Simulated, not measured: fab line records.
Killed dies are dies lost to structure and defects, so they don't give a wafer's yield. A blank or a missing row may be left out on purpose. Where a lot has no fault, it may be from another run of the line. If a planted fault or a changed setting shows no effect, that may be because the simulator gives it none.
fab line records -- flow sky130
record lots=15, wafers=45, lastDay=50
route steps=708 shown METAL3@564 VIA3@576 CAP2M@604 VIA4@649
lots that met no fault: taken from a fault-free run of the same line
startH: the number of hours between the record's first day and the start of the first shown wafer of the lot -- waitH: how many hours have passed since the lot's step before this one -- " as in the row above -- L1.1+2: a row that stands for several wafers -- - no value, or no start was given -- * or withheld: withheld -- < > ~ a bound
route shown NAME@n: names a module that has steps shown in the file, with the first one's number in the route -- usual: the fault-free wafers' mean and standard deviation -- same: alike in all rows -- chamber/n: place in a boat -- sites: readings site by site -- _std_site: how widely they spread, as a standard deviation -- _edge_site: inner sites' mean taken away from outer sites' mean -- radiusMm: how far each site lies from the wafer's centre -- mask NAME#n: copy n -- behind: the tool/chamber that last shaped the wafer -- hold: cause of the lot's hold/its duration in hours/its outcome -- device: which transistor (n, p or np) failed to switch -- end of line: the same wafers' tests at the end of the route -- a step with no rows: only its recipe -- killed: the dies lost at the first sort to structure and to defects; this is not the yield of the wafer -- map: shows each die of a wafer: x if killed, . if not, _ if none is there
set.NAME: the setting that was run; set.NAME@STEP: the one run at that earlier step -- model.NAME: the simulator's own value behind a step, which no gauge read
the route's steps for a sample of lots (tables are steps, rows are wafers)
## steps
# step SKY_METAL3_OVL_MEAS_14
# usual METAL3_OVL=0/5.7
lot.wafer,tool,chamber,startH,waitH,METAL3_OVL[nm]
L668.2,overlay-01,-,891.24,0.1,3
L668.4,overlay-01,-,891.24,0.1,0
L668.5,overlay-01,-,891.24,0.1,-3
L667.2,overlay-01,-,894.59,0.1,1
L667.3,overlay-01,-,894.59,0.1,1
L667.5,overlay-01,-,894.59,0.1,-6
L670.1,overlay-02,-,926.02,0.1,-3
L670.2,overlay-02,-,926.02,0.1,0
L670.3,overlay-02,-,926.02,0.1,-12
L671.1,overlay-02,-,934.48,0.1,3
L671.3,overlay-02,-,934.48,0.1,6
L671.6,overlay-02,-,934.48,0.1,2
L673.2,overlay-01,-,943.74,0.1,-4
L673.5,overlay-01,-,943.74,0.1,-13
L673.6,overlay-01,-,943.74,0.1,-4
L672.3,overlay-02,-,944.39,0.1,-8
L672.5,overlay-02,-,944.39,0.1,-14
L672.6,overlay-02,-,944.39,0.1,-7
L675.1,overlay-02,-,953.93,0.1,5
L675.2,overlay-02,-,953.93,0.1,-1
L675.3,overlay-02,-,953.93,0.1,-2
L676.1,overlay-01,-,965.97,0.1,0
L676.4,overlay-01,-,965.97,0.1,6
L676.5,overlay-01,-,965.97,0.1,-2
L680.4,overlay-01,-,992.80,0.1,6
L680.5,overlay-01,-,992.80,0.1,8
L680.6,overlay-01,-,992.80,0.1,7
L681.1,overlay-01,-,997.73,0.1,-2
L681.5,overlay-01,-,997.73,0.1,-2
L681.6,overlay-01,-,997.73,0.1,7
L682.2,overlay-01,-,999.99,0.1,0
L682.4,overlay-01,-,999.99,0.1,3
L682.5,overlay-01,-,999.99,0.1,-5
L688.2,overlay-01,-,1051.48,0.1,-4
L688.5,overlay-01,-,1051.48,0.1,-5
L688.6,overlay-01,-,1051.48,0.1,-6
L689.1,overlay-01,-,1052.43,0.1,-2
L689.3,overlay-01,-,1052.43,0.1,-5
L689.5,overlay-01,-,1052.43,0.1,-3
L687.1,overlay-01,-,1054.87,0.1,-4
L687.4,overlay-01,-,1054.87,0.1,0
L687.5,overlay-01,-,1054.87,0.1,0
L690.2,overlay-01,-,1058.34,0.1,1
L690.3,overlay-01,-,1058.34,0.1,12
L690.5,overlay-01,-,1058.34,0.1,8
# step SKY_VIA3_BOW_MEAS_03
# recipe mode=bow
# usual VIA3_BOW=79/7.8
lot.wafer,tool,chamber,startH,waitH,VIA3_BOW[um]
L668.2,filmMetro-01,-,892.79,0.2,93
L668.4,filmMetro-01,-,892.79,0.2,96
L668.5,filmMetro-01,-,892.79,0.2,83
L667.2,filmMetro-01,-,896.15,0.2,77
L667.3,filmMetro-01,-,896.15,0.2,81
L667.5,filmMetro-01,-,896.15,0.2,80
L670.1,filmMetro-01,-,927.50,0.1,78
L670.2,filmMetro-01,-,927.50,0.1,81
L670.3,filmMetro-01,-,927.50,0.1,83
L671.1,filmMetro-03,-,935.97,0.2,83
L671.3,filmMetro-03,-,935.97,0.2,81
L671.6,filmMetro-03,-,935.97,0.2,79
L673.2,filmMetro-01,-,945.26,0.2,83
L673.5,filmMetro-01,-,945.26,0.2,83
L673.6,filmMetro-01,-,945.26,0.2,78
L672.3,filmMetro-03,-,945.91,0.3,75
L672.5,filmMetro-03,-,945.91,0.3,92
L672.6,filmMetro-03,-,945.91,0.3,75
L675.1,filmMetro-01,-,955.96,0.1,85
L675.2,filmMetro-01,-,955.96,0.1,80
L675.3,filmMetro-01,-,955.96,0.1,84
L676.1,filmMetro-02,-,967.46,0.1,76
L676.4,filmMetro-02,-,967.46,0.1,68
L676.5,filmMetro-02,-,967.46,0.1,79
L680.4,filmMetro-03,-,994.51,0.2,86
L680.5,filmMetro-03,-,994.51,0.2,80
L680.6,filmMetro-03,-,994.51,0.2,76
L681.1,filmMetro-01,-,999.22,0.2,78
L681.5,filmMetro-01,-,999.22,0.2,77
L681.6,filmMetro-01,-,999.22,0.2,82
L682.2,filmMetro-02,-,1001.48,0.1,71
L682.4,filmMetro-02,-,1001.48,0.1,74
L682.5,filmMetro-02,-,1001.48,0.1,77
L688.2,filmMetro-01,-,1053.12,0.2,81
L688.5,filmMetro-01,-,1053.12,0.2,72
L688.6,filmMetro-01,-,1053.12,0.2,64
L689.1,filmMetro-03,-,1054.00,0.1,72
L689.3,filmMetro-03,-,1054.00,0.1,73
L689.5,filmMetro-03,-,1054.00,0.1,79
L687.1,filmMetro-02,-,1056.36,0.1,85
L687.4,filmMetro-02,-,1056.36,0.1,77
L687.5,filmMetro-02,-,1056.36,0.1,82
L690.2,filmMetro-03,-,1060.26,0.2,86
L690.3,filmMetro-03,-,1060.26,0.2,89
L690.5,filmMetro-03,-,1060.26,0.2,91
# step SKY_CAP2M_THK_MEAS_01
# recipe reads=SiO2_of_CAP2M_CVD_00
# usual CAP2M_CVD_00_THK=15.52/0.27
lot.wafer,tool,chamber,startH,waitH,CAP2M_CVD_00_THK[nm]
L668.2,filmMetro-04,-,919.36,-,15.61
L668.4,filmMetro-04,-,919.36,-,15.88
L668.5,filmMetro-04,-,919.36,-,15.62
L667.2,filmMetro-04,-,922.81,-,15.74
L667.3,filmMetro-04,-,922.81,-,15.54
L667.5,filmMetro-04,-,922.81,-,15.75
L670.1,filmMetro-02,-,953.29,-,15.13
L670.2,filmMetro-02,-,953.29,-,15.47
L670.3,filmMetro-02,-,953.29,-,15.46
L671.1,filmMetro-01,-,962.67,-,15.56
L671.3,filmMetro-01,-,962.67,-,15.76
L671.6,filmMetro-01,-,962.67,-,16.06
L673.2,filmMetro-01,-,971.38,-,15.38
L673.5,filmMetro-01,-,971.38,-,15.73
L673.6,filmMetro-01,-,971.38,-,15.58
L672.3,filmMetro-04,-,971.76,-,15.11
L672.5,filmMetro-04,-,971.76,-,15.57
L672.6,filmMetro-04,-,971.76,-,15.43
L675.1,filmMetro-02,-,981.83,-,14.95
L675.2,filmMetro-02,-,981.83,-,15.16
L675.3,filmMetro-02,-,981.83,-,15.51
L676.1,filmMetro-01,-,992.79,-,15.36
L676.4,filmMetro-01,-,992.79,-,15.42
L676.5,filmMetro-01,-,992.79,-,15.46
L680.4,filmMetro-04,-,1019.62,-,15.64
L680.5,filmMetro-04,-,1019.62,-,15.48
L680.6,filmMetro-04,-,1019.62,-,16.18
L681.1,filmMetro-04,-,1024.81,-,15.24
L681.5,filmMetro-04,-,1024.81,-,15.72
L681.6,filmMetro-04,-,1024.81,-,15.33
L682.2,filmMetro-02,-,1025.72,-,15.21
L682.4,filmMetro-02,-,1025.72,-,15.75
L682.5,filmMetro-02,-,1025.72,-,15.32
L688.2,filmMetro-04,-,1076.07,-,15.13
L688.5,filmMetro-04,-,1076.07,-,15.66
L688.6,filmMetro-04,-,1076.07,-,15.48
L689.1,filmMetro-04,-,1076.74,-,15.17
L689.3,filmMetro-04,-,1076.74,-,15.46
L689.5,filmMetro-04,-,1076.74,-,15.51
L687.1,filmMetro-01,-,1078.70,-,14.94
L687.4,filmMetro-01,-,1078.70,-,15.76
L687.5,filmMetro-01,-,1078.70,-,15.79
L690.2,filmMetro-04,-,1082.50,-,15.32
L690.3,filmMetro-04,-,1082.50,-,15.52
L690.5,filmMetro-04,-,1082.50,-,15.86
# step SKY_VIA4_DEVELOP_10
# recipe resist=NOVOLAK, developer=TMAH, developTimeS=60, devTempC=23
# usual chillPlateTempC=23.01/0.11, developTimeS=60/0, resistLineTempC=23.00/0.1
lot.wafer,tool,chamber,startH,waitH,chillPlateTempC,developTimeS,resistLineTempC
L668.2,lithoTrack-04,0,992.19,0.1,23.27,60,22.98
L668.4,lithoTrack-04,0,992.19,0.1,23.33,60,23.04
L668.5,lithoTrack-04,0,992.19,0.1,23.10,60,22.94
L667.2,lithoTrack-03,0,996.98,0.1,23.07,60,22.97
L667.3,lithoTrack-03,0,996.98,0.1,22.94,60,23.14
L667.5,lithoTrack-03,0,996.98,0.1,23.08,60,23.20
L670.1,lithoTrack-04,0,1025.96,0.1,23.04,60,23.09
L670.2,lithoTrack-04,0,1025.96,0.1,23.04,60,22.95
L670.3,lithoTrack-04,0,1025.96,0.1,22.88,60,23.05
L671.1,lithoTrack-03,0,1034.95,0.1,23.09,60,22.99
L671.3,lithoTrack-03,0,1034.95,0.1,23.02,60,23.00
L671.6,lithoTrack-03,0,1034.95,0.1,23.09,60,23.07
L673.2,lithoTrack-02,0,1040.29,0.1,22.97,60,23.16
L673.5,lithoTrack-02,0,1040.29,0.1,22.94,60,23.07
L673.6,lithoTrack-02,0,1040.29,0.1,23.12,60,22.88
L672.3,lithoTrack-03,0,1042.55,0.1,23.15,60,22.83
L672.5,lithoTrack-03,0,1042.55,0.1,23.08,60,22.91
L672.6,lithoTrack-03,0,1042.55,0.1,23.15,60,22.95
L675.1,lithoTrack-04,0,1052.31,0.1,23.00,60,23.04
L675.2,lithoTrack-04,0,1052.31,0.1,22.99,60,23.07
L675.3,lithoTrack-04,0,1052.31,0.1,22.74,60,23.04
L676.1,lithoTrack-04,0,1062.31,0.1,23.17,60,22.96
L676.4,lithoTrack-04,0,1062.31,0.1,23.09,60,22.88
L676.5,lithoTrack-04,0,1062.31,0.1,23.22,60,22.90
L680.4,lithoTrack-04,-,1086.09,0.1,-,-,-
L680.5,lithoTrack-04,-,1086.09,0.1,-,-,-
L680.6,lithoTrack-04,-,1086.09,0.1,-,-,-
L681.1,lithoTrack-04,-,1089.96,0.1,-,-,-
L681.5,lithoTrack-04,-,1089.96,0.1,-,-,-
L681.6,lithoTrack-04,-,1089.96,0.1,-,-,-
L682.2,lithoTrack-03,-,1092.08,0.1,-,-,-
L682.4,lithoTrack-03,-,1092.08,0.1,-,-,-
L682.5,lithoTrack-03,-,1092.08,0.1,-,-,-
L688.2,lithoTrack-02,0,1136.94,0.1,23.12,60,23.15
L688.5,lithoTrack-02,0,1136.94,0.1,23.08,60,23.04
L688.6,lithoTrack-02,0,1136.94,0.1,23.06,60,23.11
L689.1,lithoTrack-02,0,1138.46,0.1,22.97,60,23.06
L689.3,lithoTrack-02,0,1138.46,0.1,22.91,60,23.05
L689.5,lithoTrack-02,0,1138.46,0.1,23.13,60,22.87
L687.1,lithoTrack-02,0,1139.56,0.1,23.07,60,23.00
L687.4,lithoTrack-02,0,1139.56,0.1,23.04,60,22.92
L687.5,lithoTrack-02,0,1139.56,0.1,23.03,60,23.12
L690.2,lithoTrack-02,0,1143.39,0.1,23.05,60,22.88
L690.3,lithoTrack-02,0,1143.39,0.1,22.96,60,22.86
L690.5,lithoTrack-02,0,1143.39,0.1,22.95,60,23.00
## key
firstSign step=SKY_VIA4_DEVELOP_10, reading=toolRecord, direction=missing
effect none on later readings
metAt SKY_VIA4_DEVELOP_10
struckLots L680,L681,L682
laterRowsLeftOut L680.4,L680.5,L680.6,L681.1,L681.5,L681.6,L682.2,L682.4,L682.5
sortLeftOut L680.4,L680.5,L680.6,L681.1,L681.5,L681.6,L682.2,L682.4,L682.5
notActingAt SKY_METAL3_OVL_MEAS_14,SKY_VIA3_BOW_MEAS_03,SKY_CAP2M_THK_MEAS_01
onsetBetween 1062.31 1086.09
fault kind=skippedStepWhole, tool=lithoTrack-03,lithoTrack-04, chamber=-, onsetH=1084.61, steps=SKY_VIA4_DEVELOP_10, scope=struckLotsOnly
# sortLeftOut: the simulated sort isn't trusted on such a fault, so these wafers' sort isn't shown, and their yield isn't known
# laterRowsLeftOut: the simulator's readings of these wafers behind a module that went badly wrong aren't trusted and aren't shown, but for the sort
